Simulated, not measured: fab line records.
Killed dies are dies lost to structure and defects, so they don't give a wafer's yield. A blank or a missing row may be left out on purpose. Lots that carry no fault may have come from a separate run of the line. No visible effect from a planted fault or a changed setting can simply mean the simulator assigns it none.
Chamber matching -- flow gf180mcu -- 3 sister chambers for GF_V1_CVD_02 on pecvd-03
The step deposits SiO2 from TEOS, target thk 850 nm, time 94.851 s. 6 wafers are shown with their chamber, then 8 later ones without.

== EACH WAFER AND ITS CHAMBER ==
wafer,chamber,heater_power_w (W)
L332.5,2,767
L336.1,0,848
L337.1,0,846
L337.2,2,745
L337.3,1,704
L347.2,1,685

== WAFERS WHOSE CHAMBER IS MISSING ==
wafer,heater_power_w (W)
L347.3,740
L347.4,752
L350.1,599
L350.3,684
L350.6,857
L351.2,718
L351.3,691
L351.5,730

== THE CHAMBER EACH PASSED THROUGH ==
wafer,from the rows above,in truth
L347.3,2,2
L347.4,2,2
L350.1,1,1
L350.3,1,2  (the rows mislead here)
L350.6,0,0
L351.2,can't be placed: 1 or 2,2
L351.3,1,1
L351.5,can't be placed: 2 or 1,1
Placed correctly: 5 of 8. Cannot be placed on the basis of these rows: 2; the candidates contain the true chamber in 2. Wrongly placed: 1.
How it was worked out, from the rows above alone: a wafer's distance from a chamber is the root of the sum, over the readings, of the square of ((its reading less the chamber's mean) divided by the reading's scatter). The wafer belongs to the nearest chamber; if the next one is less than 2 further off, it can't be placed. The mean given for a chamber averages the wafers shown for that chamber. The scatter is the square root of a quotient: the sum, over the shown wafers, of each reading's squared deviation from its chamber's mean, divided by wafers minus chambers.
